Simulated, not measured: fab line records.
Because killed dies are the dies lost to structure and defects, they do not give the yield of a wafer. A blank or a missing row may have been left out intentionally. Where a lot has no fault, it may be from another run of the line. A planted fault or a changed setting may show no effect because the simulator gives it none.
fab line records	flow gf180mcu
record lots=5	wafers=15	lastDay=34
route steps=602 shown POLY_GATE@174 HV_LDD@176
lots that met no fault: from a run of the same line without faults
startH: the number of hours between the record's first day and the start of the first shown wafer of the lot	waitH: hours from the lot's prior step to this one	" repeats the value in the row above	L1.1+2: one row covering several wafers at once	- no value present, or no start provided	* or withheld: withheld	< > ~ a bound
route shown NAME@n: NAME is a module with steps in the file, n the number in the route of the first one	usual: mean/standard deviation taken from wafers without a fault	same: alike in all rows	chamber/n: place in a boat	sites: each site's reading	_std_site: the standard deviation of these	_edge_site: inner sites' mean taken away from outer sites' mean	radiusMm: how far each site lies from the wafer's centre	mask NAME#n: copy n	behind: the last tool/chamber to shape the wafer	hold: the reason the lot was held/the length of the hold in hours/how it ended	device: the transistor (n, p or np) that didn't switch	end of line: the route-end tests of the same wafers	where a step has no rows: the recipe by itself	killed: count of dies lost to structure and defects at first sort (not the wafer's yield)	map: a wafer's dies, marking killed ones x, the rest . and places with no die _
set.NAME: the setting that was run; set.NAME@STEP: the one run at that earlier step	model.NAME: the simulator's own value behind a step, which no gauge read
lots at selected steps of the route; one table per step, one row per wafer
services: from which hour (startH, from the record's first day; less than 0 if before it) a tool's chamber was out of use, for how many hours, and why
## steps
# step GF_POLY_GATE_THK_MEAS_17
# recipe reads=SiO2_of_POLY_GATE_OXIDATION_16
# usual POLY_GATE_OXIDATION_THK=3.99/0.082
lot.wafer	tool	chamber	startH	waitH	POLY_GATE_OXIDATION_THK[nm]
L083.1	filmMetro-02	-	265.45	0.0	3.84
L083.3	"	-	"	"	3.96
L083.5	"	-	"	"	3.88
L090.1	filmMetro-02	-	314.13	0.0	4.00
L090.5	"	-	"	"	4.01
L090.6	"	-	"	"	4.02
L093.1	filmMetro-02	-	337.63	0.0	3.85
L093.2	"	-	"	"	3.98
L093.6	"	-	"	"	3.95
L095.1	filmMetro-04	-	358.07	0.0	4.18
L095.3	"	-	"	"	4.14
L095.4	"	-	"	"	4.10
L097.2	filmMetro-02	-	368.83	0.0	4.02
L097.4	"	-	"	"	3.99
L097.6	"	-	"	"	3.82
# step GF_POLY_GATE_CD_MEAS_18
# usual cdNm=280.4/2.2
lot.wafer	tool	chamber	startH	waitH	cdNm
L083.1	cdSem-01	-	265.51	0.1	279.3
L083.3	"	-	"	"	280.2
L083.5	"	-	"	"	278.6
L090.1	cdSem-02	-	314.27	0.1	281.1
L090.5	"	-	"	"	281.8
L090.6	"	-	"	"	282.8
L093.1	cdSem-01	-	337.69	0.1	281.7
L093.2	"	-	"	"	284.0
L093.6	"	-	"	"	278.7
L095.1	cdSem-02	-	358.13	0.1	284.1
L095.3	"	-	"	"	281.1
L095.4	"	-	"	"	280.1
L097.2	cdSem-02	-	368.91	0.1	281.7
L097.4	"	-	"	"	281.9
L097.6	"	-	"	"	279.7
# step GF_HV_LDD_DEHYDRATE_00
# recipe tempC=200	timeS=60
# usual heaterPowerTotalW=160.37/0.12
lot.wafer	tool	chamber	startH	waitH	heaterPowerTotalW
L083.1	lithoTrack-04	0	274.15	8.6	160.26
L083.3	"	0	"	"	160.50
L083.5	"	0	"	"	160.31
L090.1	lithoTrack-02	0	323.79	9.5	160.43
L090.5	"	0	"	"	160.28
L090.6	"	0	"	"	160.40
L093.1	lithoTrack-04	0	347.55	9.8	160.44
L093.2	"	0	"	"	160.36
L093.6	"	0	"	"	160.41
L095.1	lithoTrack-02	0	368.39	10.2	160.11
L095.3	"	0	"	"	160.42
L095.4	"	0	"	"	160.49
L097.2	lithoTrack-02	0	379.01	10.1	160.45
L097.4	"	0	"	"	160.23
L097.6	"	0	"	"	160.51
# step GF_HV_LDD_HMDS_01
# recipe primeTimeS=60	primeTempC=120
lot.wafer	tool	chamber	startH	waitH
L083.1+3+5	lithoTrack-04	0	274.30	0.1
L090.1+5+6	lithoTrack-02	0	323.94	0.1
L093.1+2+6	lithoTrack-04	0	347.70	0.1
L095.1+3+4	lithoTrack-02	0	368.54	0.1
L097.2+4+6	lithoTrack-02	0	379.16	0.1
# step GF_HV_LDD_COAT_02
# recipe resist=NOVOLAK	spinRpm=3000	resistThkNm=1000
lot.wafer	tool	chamber	startH	waitH
L083.1+3+5	lithoTrack-04	0	274.45	0.1
L090.1+5+6	lithoTrack-02	0	324.09	0.1
L093.1+2+6	lithoTrack-04	0	347.85	0.1
L095.1+3+4	lithoTrack-02	0	368.69	0.1
L097.2+4+6	lithoTrack-02	0	379.31	0.1
# step GF_HV_LDD_SOFTBAKE_03
# recipe tempC=90	timeS=60	resist=NOVOLAK
# usual heaterPowerTotalW=56.60/0.045
lot.wafer	tool	chamber	startH	waitH	heaterPowerTotalW
L083.1	lithoTrack-04	0	274.60	0.1	56.61
L083.3	"	0	"	"	56.54
L083.5	"	0	"	"	56.55
L090.1	lithoTrack-02	0	324.24	0.1	56.62
L090.5	"	0	"	"	56.64
L090.6	"	0	"	"	56.65
L093.1	lithoTrack-04	0	348.00	0.1	56.58
L093.2	"	0	"	"	56.61
L093.6	"	0	"	"	56.56
L095.1	lithoTrack-02	0	368.84	0.1	56.61
L095.3	"	0	"	"	56.62
L095.4	"	0	"	"	56.52
L097.2	lithoTrack-02	0	379.46	0.1	56.58
L097.4	"	0	"	"	56.63
L097.6	"	0	"	"	56.64
# step GF_HV_LDD_EXPOSE_04
# recipe maskId=Nplus_LV_AREA	targetCdNm=400	na=0.6	sourceShape=conventional	sigmaOuter=0.6	doseMj=140
# usual stageVelMmS=500.01/0.27
lot.wafer	tool	chamber	startH	waitH	mask	stageVelMmS
L083.1	ilineStepper-02	0	-	-	Nplus_LV_AREA#0	500.07
L083.3	"	0	"	"	Nplus_LV_AREA#0	500.00
L083.5	"	0	"	"	Nplus_LV_AREA#0	500.24
L090.1	ilineStepper-02	0	-	-	Nplus_LV_AREA#0	500.19
L090.5	"	0	"	"	Nplus_LV_AREA#0	500.39
L090.6	"	0	"	"	Nplus_LV_AREA#0	499.90
L093.1	ilineStepper-01	0	-	-	Nplus_LV_AREA#0	499.77
L093.2	"	0	"	"	Nplus_LV_AREA#0	500.31
L093.6	"	0	"	"	Nplus_LV_AREA#0	500.61
L095.1	ilineStepper-02	0	-	-	Nplus_LV_AREA#0	500.06
L095.3	"	0	"	"	Nplus_LV_AREA#0	500.15
L095.4	"	0	"	"	Nplus_LV_AREA#0	500.47
L097.2	ilineStepper-01	0	-	-	Nplus_LV_AREA#0	499.78
L097.4	"	0	"	"	Nplus_LV_AREA#0	499.92
L097.6	"	0	"	"	Nplus_LV_AREA#0	499.53
# step GF_HV_LDD_PEB_05
# recipe tempC=withheld	timeS=*	resist=NOVOLAK
lot.wafer	tool	chamber	startH	waitH
L083.1+3+5	lithoTrack-02	0	-	-
L090.1+5+6	lithoTrack-01	0	-	-
L093.1+2+6	lithoTrack-02	0	-	-
L095.1+3+4	lithoTrack-01	0	-	-
L097.2+4+6	lithoTrack-02	0	-	-
# step GF_HV_LDD_DEVELOP_06
# recipe developTimeS=60	devTempC=23
lot.wafer	tool	chamber	startH	waitH
L083.1+3+5	lithoTrack-02	0	284.69	0.1
L090.1+5+6	lithoTrack-01	0	334.93	0.1
L093.1+2+6	lithoTrack-02	0	358.49	0.1
L095.1+3+4	lithoTrack-01	0	379.28	0.1
L097.2+4+6	lithoTrack-02	0	389.96	0.1
# step GF_HV_LDD_CD_MEAS_07
# recipe targetCdNm=400
# usual cdNm=399.8/2.5
lot.wafer	tool	chamber	startH	waitH	cdNm
L083.1	cdSem-02	-	284.84	0.1	398.8
L083.3	"	-	"	"	398.9
L083.5	"	-	"	"	396.3
L090.1	cdSem-02	-	335.08	0.1	403.4
L090.5	"	-	"	"	401.7
L090.6	"	-	"	"	400.0
L093.1	cdSem-02	-	358.64	0.1	396.8
L093.2	"	-	"	"	397.4
L093.6	"	-	"	"	397.1
L095.1	cdSem-02	-	379.43	0.1	399.6
L095.3	"	-	"	"	400.3
L095.4	"	-	"	"	399.1
L097.2	cdSem-02	-	390.11	0.1	400.0
L097.4	"	-	"	"	398.3
L097.6	"	-	"	"	400.8
# step GF_HV_LDD_OVL_MEAS_08
# usual HV_LDD_OVL=0.1/1.5
lot.wafer	tool	chamber	startH	waitH	HV_LDD_OVL[nm]
L083.1	overlay-02	-	284.96	0.1	0.1
L083.3	"	-	"	"	-2.4
L083.5	"	-	"	"	-2.9
L090.1	overlay-01	-	335.20	0.1	0.4
L090.5	"	-	"	"	0.0
L090.6	"	-	"	"	-0.7
L093.1	overlay-02	-	358.76	0.1	2.4
L093.2	"	-	"	"	2.6
L093.6	"	-	"	"	1.2
L095.1	overlay-02	-	379.55	0.1	-0.5
L095.3	"	-	"	"	-2.6
L095.4	"	-	"	"	-1.2
L097.2	overlay-02	-	390.21	0.1	1.7
L097.4	"	-	"	"	1.4
L097.6	"	-	"	"	0.2
# step GF_HV_LDD_IMPLANT_09
# recipe species=As	energyKev=40	doseCm2=1.031e+14	tiltDeg=7
# usual beamEnergyKeV=40.000/0.014
lot.wafer	tool	chamber	startH	waitH	beamEnergyKeV
L083.1	implanter-01	0	284.99	0.0	39.974
L083.3	"	0	"	"	39.992
L083.5	"	0	"	"	39.989
L090.1	implanter-01	0	335.24	0.0	40.003
L090.5	"	0	"	"	40.015
L090.6	"	0	"	"	40.000
L093.1	implanter-03	0	358.79	0.0	40.011
L093.2	"	0	"	"	39.996
L093.6	"	0	"	"	40.000
L095.1	implanter-04	0	379.59	0.0	40.035
L095.3	"	0	"	"	40.025
L095.4	"	0	"	"	40.016
L097.2	implanter-01	0	390.27	0.0	40.009
L097.4	"	0	"	"	40.017
L097.6	"	0	"	"	40.006
# step GF_HV_LDD_STRIP_10
# recipe chemistry=O2/N2	powerW=1400	pressureMtorr=1500	platenTempC=250	o2FlowSccm=3000	n2FlowSccm=300	overashFraction=0.5
# usual drypumpMotorCurrentA=5.63/0.28	heaterPowerW=354/64	oesProductAu=0.715/0.0049	platenTempC=250.01/0.18	stripTimeToEndpointS=12.64/0.032
lot.wafer	tool	chamber	startH	waitH	drypumpMotorCurrentA	heaterPowerW	oesProductAu	platenTempC	rfHoursCounterH	stripTimeToEndpointS
L083.1	plasmaAsher-03	0	285.14	0.1	5.38	353	0.705	250.23	65	12.64
L083.3	"	1	"	"	5.22	327	0.719	250.02	-	12.66
L083.5	"	1	"	"	5.23	336	0.712	249.76	-	12.65
L090.1	plasmaAsher-02	0	335.39	0.1	5.39	352	0.725	249.92	69	12.62
L090.5	"	0	"	"	5.40	335	0.714	250.19	-	12.64
L090.6	"	1	"	"	5.93	304	0.710	250.30	-	12.64
L093.1	plasmaAsher-02	0	358.94	0.1	5.40	331	0.717	249.80	71	12.66
L093.2	"	1	"	"	5.98	309	0.715	250.28	71	12.61
L093.6	"	0	"	"	5.37	337	0.711	250.01	-	12.65
L095.1	plasmaAsher-03	1	379.74	0.1	5.22	329	0.705	250.04	76	12.67
L095.3	"	0	"	"	5.37	354	0.720	250.01	-	12.63
L095.4	"	1	"	"	5.22	326	0.712	249.89	-	12.65
L097.2	plasmaAsher-01	1	390.39	0.1	5.83	333	0.722	249.95	29	12.65
L097.4	"	1	"	"	5.81	331	0.715	249.84	-	12.60
L097.6	"	1	"	"	5.79	331	0.715	250.06	-	12.65
# step GF_HV_LDD_TW_MEAS_11
# usual HV_LDD_TW=2426/22
lot.wafer	tool	chamber	startH	waitH	HV_LDD_TW
L083.1	filmMetro-04	-	285.24	0.1	2432
L083.3	"	-	"	"	2434
L083.5	"	-	"	"	2448
L090.1	filmMetro-01	-	335.49	0.1	2458
L090.5	"	-	"	"	2459
L090.6	"	-	"	"	2445
L093.1	filmMetro-01	-	359.04	0.1	2446
L093.2	"	-	"	"	2445
L093.6	"	-	"	"	2446
L095.1	filmMetro-04	-	379.84	0.1	2425
L095.3	"	-	"	"	2438
L095.4	"	-	"	"	2422
L097.2	filmMetro-01	-	390.50	0.1	2444
L097.4	"	-	"	"	2448
L097.6	"	-	"	"	2438
# step GF_HV_LDD_DEHYDRATE_12
# recipe tempC=200	timeS=60
# usual heaterPowerTotalW=160.36/0.13
lot.wafer	tool	chamber	startH	waitH	heaterPowerTotalW
L083.1	lithoTrack-02	0	294.59	9.3	160.30
L083.3	"	0	"	"	160.41
L083.5	"	0	"	"	160.37
L090.1	lithoTrack-04	0	345.35	9.8	160.38
L090.5	"	0	"	"	160.19
L090.6	"	0	"	"	160.26
L093.1	lithoTrack-01	0	369.53	10.5	160.22
L093.2	"	0	"	"	160.51
L093.6	"	0	"	"	160.48
L095.1	lithoTrack-04	0	389.79	9.9	160.33
L095.3	"	0	"	"	160.62
L095.4	"	0	"	"	160.38
L097.2	lithoTrack-01	0	401.11	10.6	160.43
L097.4	"	0	"	"	160.55
L097.6	"	0	"	"	160.36
# step GF_HV_LDD_HMDS_13
# recipe primeTimeS=60	primeTempC=120
lot.wafer	tool	chamber	startH	waitH
L083.1+3+5	lithoTrack-02	0	294.74	0.1
L090.1+5+6	lithoTrack-04	0	345.50	0.1
L093.1+2+6	lithoTrack-01	0	369.68	0.1
L095.1+3+4	lithoTrack-04	0	389.94	0.1
L097.2+4+6	lithoTrack-01	0	401.26	0.1
# step GF_HV_LDD_COAT_14
# recipe resist=NOVOLAK	spinRpm=3000	resistThkNm=1000
lot.wafer	tool	chamber	startH	waitH
L083.1+3+5	lithoTrack-02	0	294.89	0.1
L090.1+5+6	lithoTrack-04	0	345.65	0.1
L093.1+2+6	lithoTrack-01	0	369.83	0.1
L095.1+3+4	lithoTrack-04	0	390.09	0.1
L097.2+4+6	lithoTrack-01	0	401.41	0.1
# step GF_HV_LDD_SOFTBAKE_15
# recipe tempC=90	timeS=60	resist=NOVOLAK
# usual heaterPowerTotalW=56.59/0.044
lot.wafer	tool	chamber	startH	waitH	heaterPowerTotalW
L083.1	lithoTrack-02	0	295.04	0.1	56.55
L083.3	"	0	"	"	56.54
L083.5	"	0	"	"	56.59
L090.1	lithoTrack-04	0	345.80	0.1	56.59
L090.5	"	0	"	"	56.61
L090.6	"	0	"	"	56.58
L093.1	lithoTrack-01	0	369.98	0.1	56.48
L093.2	"	0	"	"	56.55
L093.6	"	0	"	"	56.60
L095.1	lithoTrack-04	0	390.24	0.1	56.59
L095.3	"	0	"	"	56.57
L095.4	"	0	"	"	56.60
L097.2	lithoTrack-01	0	401.56	0.1	56.58
L097.4	"	0	"	"	56.54
L097.6	"	0	"	"	56.68
# step GF_HV_LDD_EXPOSE_16
# recipe maskId=Pplus_LV_AREA	targetCdNm=400	na=0.6	sourceShape=conventional	sigmaOuter=0.6	doseMj=140
# usual stageVelMmS=499.99/0.24
lot.wafer	tool	chamber	startH	waitH	mask	stageVelMmS
L083.1	ilineStepper-01	0	-	-	Pplus_LV_AREA#0	499.75
L083.3	"	0	"	"	Pplus_LV_AREA#0	500.05
L083.5	"	0	"	"	Pplus_LV_AREA#0	499.65
L090.1	ilineStepper-02	0	-	-	Pplus_LV_AREA#0	499.29
L090.5	"	0	"	"	Pplus_LV_AREA#0	499.96
L090.6	"	0	"	"	Pplus_LV_AREA#0	499.89
L093.1	ilineStepper-02	0	-	-	Pplus_LV_AREA#0	500.06
L093.2	"	0	"	"	Pplus_LV_AREA#0	499.68
L093.6	"	0	"	"	Pplus_LV_AREA#0	499.95
L095.1	ilineStepper-01	0	-	-	Pplus_LV_AREA#0	499.90
L095.3	"	0	"	"	Pplus_LV_AREA#0	499.79
L095.4	"	0	"	"	Pplus_LV_AREA#0	500.15
L097.2	ilineStepper-02	0	-	-	Pplus_LV_AREA#0	499.86
L097.4	"	0	"	"	Pplus_LV_AREA#0	499.86
L097.6	"	0	"	"	Pplus_LV_AREA#0	499.73
# step GF_HV_LDD_PEB_17
# recipe tempC=withheld	timeS=*	resist=NOVOLAK
lot.wafer	tool	chamber	startH	waitH
L083.1+3+5	lithoTrack-02	0	-	-
L090.1+5+6	lithoTrack-04	0	-	-
L093.1+2+6	lithoTrack-01	0	-	-
L095.1+3+4	lithoTrack-02	0	-	-
L097.2+4+6	lithoTrack-01	0	-	-
# step GF_HV_LDD_DEVELOP_18
# recipe developTimeS=60	devTempC=23
lot.wafer	tool	chamber	startH	waitH
L083.1+3+5	lithoTrack-02	0	305.04	0.1
L090.1+5+6	lithoTrack-04	0	356.00	0.1
L093.1+2+6	lithoTrack-01	0	380.23	0.1
L095.1+3+4	lithoTrack-02	0	401.29	0.1
L097.2+4+6	lithoTrack-01	0	412.31	0.1
# step GF_HV_LDD_CD_MEAS_19
# recipe targetCdNm=400
# usual cdNm=400.1/2
lot.wafer	tool	chamber	startH	waitH	cdNm
L083.1	cdSem-02	-	305.19	0.1	401.4
L083.3	"	-	"	"	403.2
L083.5	"	-	"	"	400.2
L090.1	cdSem-02	-	356.15	0.1	396.8
L090.5	"	-	"	"	399.9
L090.6	"	-	"	"	397.7
L093.1	cdSem-02	-	380.38	0.1	400.4
L093.2	"	-	"	"	401.6
L093.6	"	-	"	"	399.5
L095.1	cdSem-01	-	401.44	0.1	395.9
L095.3	"	-	"	"	399.8
L095.4	"	-	"	"	399.3
L097.2	cdSem-01	-	412.45	0.1	400.3
L097.4	"	-	"	"	401.2
L097.6	"	-	"	"	403.8
# step GF_HV_LDD_OVL_MEAS_20
# usual HV_LDD_01_OVL=0.2/1.5
lot.wafer	tool	chamber	startH	waitH	HV_LDD_01_OVL[nm]
L083.1	overlay-01	-	305.31	0.1	-1.2
L083.3	"	-	"	"	-1.7
L083.5	"	-	"	"	-2.9
L090.1	overlay-01	-	356.27	0.1	1.6
L090.5	"	-	"	"	1.8
L090.6	"	-	"	"	1.4
L093.1	overlay-02	-	380.50	0.1	2.1
L093.2	"	-	"	"	1.2
L093.6	"	-	"	"	2.1
L095.1	overlay-01	-	401.56	0.1	-0.6
L095.3	"	-	"	"	0.0
L095.4	"	-	"	"	-1.1
L097.2	overlay-02	-	412.56	0.1	2.8
L097.4	"	-	"	"	3.3
L097.6	"	-	"	"	1.6
# step GF_HV_LDD_IMPLANT_21
# recipe species=BF2	energyKev=24.71	doseCm2=5e+13	tiltDeg=7
# usual beamEnergyKeV=24.709/0.009
lot.wafer	tool	chamber	startH	waitH	beamEnergyKeV
L083.1	implanter-03	0	305.34	0.0	24.702
L083.3	"	0	"	"	24.710
L083.5	"	0	"	"	24.702
L090.1	implanter-01	0	356.30	0.0	24.716
L090.5	"	0	"	"	24.710
L090.6	"	0	"	"	24.712
L093.1	implanter-01	0	380.54	0.0	24.721
L093.2	"	0	"	"	24.711
L093.6	"	0	"	"	24.712
L095.1	implanter-04	0	401.59	0.0	24.691
L095.3	"	0	"	"	24.700
L095.4	"	0	"	"	24.690
L097.2	implanter-01	0	412.61	0.0	24.704
L097.4	"	0	"	"	24.726
L097.6	"	0	"	"	24.710
# step GF_HV_LDD_STRIP_22
# recipe chemistry=O2/N2	powerW=1400	pressureMtorr=1500	platenTempC=250	o2FlowSccm=3000	n2FlowSccm=300	overashFraction=0.5
# usual drypumpMotorCurrentA=5.57/0.28	heaterPowerW=363/65	oesProductAu=0.717/0.005	platenTempC=249.98/0.18	stripTimeToEndpointS=12.641/0.029
lot.wafer	tool	chamber	startH	waitH	drypumpMotorCurrentA	heaterPowerW	oesProductAu	platenTempC	rfHoursCounterH	stripTimeToEndpointS
L083.1	plasmaAsher-01	0	305.49	0.1	5.92	510	0.715	250.07	19	12.701
L083.3	"	1	"	"	5.78	342	0.715	249.99	-	12.698
L083.5	"	0	"	"	5.91	500	0.719	249.99	-	12.669
L090.1	plasmaAsher-03	0	356.45	0.1	5.39	360	0.723	249.88	73	12.684
L090.5	"	1	"	"	5.23	329	0.714	250.17	-	12.640
L090.6	"	0	"	"	5.40	343	0.719	249.69	-	12.645
L093.1	plasmaAsher-01	1	380.69	0.1	5.76	340	0.710	250.04	28	12.709
L093.2	"	0	"	"	5.89	514	0.713	249.82	28	12.636
L093.6	"	0	"	"	5.92	517	0.721	249.92	-	12.667
L095.1	plasmaAsher-02	0	401.74	0.1	5.39	335	0.719	249.75	75	12.680
L095.3	"	1	"	"	5.95	311	0.717	250.29	-	12.649
L095.4	"	0	"	"	5.40	347	0.717	250.16	-	12.671
L097.2	plasmaAsher-02	1	412.74	0.1	5.92	310	0.716	249.98	77	12.612
L097.4	"	1	"	"	5.95	310	0.715	249.85	-	12.646
L097.6	"	1	"	"	5.92	305	0.710	249.93	-	12.606
# step GF_HV_LDD_TW_MEAS_23
# usual HV_LDD_2_TW=1052/11
lot.wafer	tool	chamber	startH	waitH	HV_LDD_2_TW
L083.1	filmMetro-01	-	305.59	0.1	1055
L083.3	"	-	"	"	1057
L083.5	"	-	"	"	1057
L090.1	filmMetro-01	-	356.55	0.1	1050
L090.5	"	-	"	"	1052
L090.6	"	-	"	"	1060
L093.1	filmMetro-04	-	380.79	0.1	1057
L093.2	"	-	"	"	1048
L093.6	"	-	"	"	1057
L095.1	filmMetro-01	-	401.84	0.1	1059
L095.3	"	-	"	"	1060
L095.4	"	-	"	"	1057
L097.2	filmMetro-01	-	412.85	0.1	1060
L097.4	"	-	"	"	1062
L097.6	"	-	"	"	1057
# step GF_HV_LDD_DEHYDRATE_24
# recipe tempC=200	timeS=60
# usual heaterPowerTotalW=160.37/0.14
lot.wafer	tool	chamber	startH	waitH	heaterPowerTotalW
L083.1	lithoTrack-02	0	314.94	9.3	160.31
L083.3	"	0	"	"	160.55
L083.5	"	0	"	"	160.27
L090.1	lithoTrack-02	0	366.74	10.2	160.47
L090.5	"	0	"	"	160.33
L090.6	"	0	"	"	160.23
L093.1	lithoTrack-01	0	391.18	10.4	160.45
L093.2	"	0	"	"	160.19
L093.6	"	0	"	"	160.28
L095.1	lithoTrack-01	0	412.43	10.6	160.59
L095.3	"	0	"	"	160.65
L095.4	"	0	"	"	160.46
L097.2	lithoTrack-04	0	424.27	11.4	160.32
L097.4	"	0	"	"	160.24
L097.6	"	0	"	"	160.59
# step GF_HV_LDD_HMDS_25
# recipe primeTimeS=60	primeTempC=120
lot.wafer	tool	chamber	startH	waitH
L083.1+3+5	lithoTrack-02	0	315.09	0.1
L090.1+5+6	lithoTrack-02	0	366.89	0.1
L093.1+2+6	lithoTrack-01	0	391.33	0.1
L095.1+3+4	lithoTrack-01	0	412.58	0.1
L097.2+4+6	lithoTrack-04	0	424.42	0.1
# step GF_HV_LDD_COAT_26
# recipe resist=NOVOLAK	spinRpm=3000	resistThkNm=1000
lot.wafer	tool	chamber	startH	waitH
L083.1+3+5	lithoTrack-02	0	315.24	0.1
L090.1+5+6	lithoTrack-02	0	367.04	0.1
L093.1+2+6	lithoTrack-01	0	391.48	0.1
L095.1+3+4	lithoTrack-01	0	412.73	0.1
L097.2+4+6	lithoTrack-04	0	424.57	0.1
## services
tool	chamber	startH	hours	kind
plasmaAsher-02	-	255.86	1.9	repair
implanter-01	-	290.24	1.9	repair
implanter-03	-	295.07	2.5	repair
plasmaAsher-01	-	303.10	2.1	repair
plasmaAsher-01	-	308.75	2.6	repair
implanter-03	-	327.27	18.4	pm
ilineStepper-01	-	342.08	1.7	pm
implanter-03	-	345.71	5.2	pm
plasmaAsher-01	-	346.48	0.9	repair
implanter-01	-	350.48	1.6	pm
plasmaAsher-03	-	355.49	0.7	repair
ilineStepper-02	-	379.75	1.7	pm
implanter-03	-	406.37	10.6	repair
ilineStepper-02	-	413.25	4.6	repair
plasmaAsher-02	-	421.25	9.0	pm
plasmaAsher-02	0	421.25	9.0	ventCycle
plasmaAsher-02	1	421.25	9.0	ventCycle
plasmaAsher-02	-	423.15	4.3	repair
## key
fault none
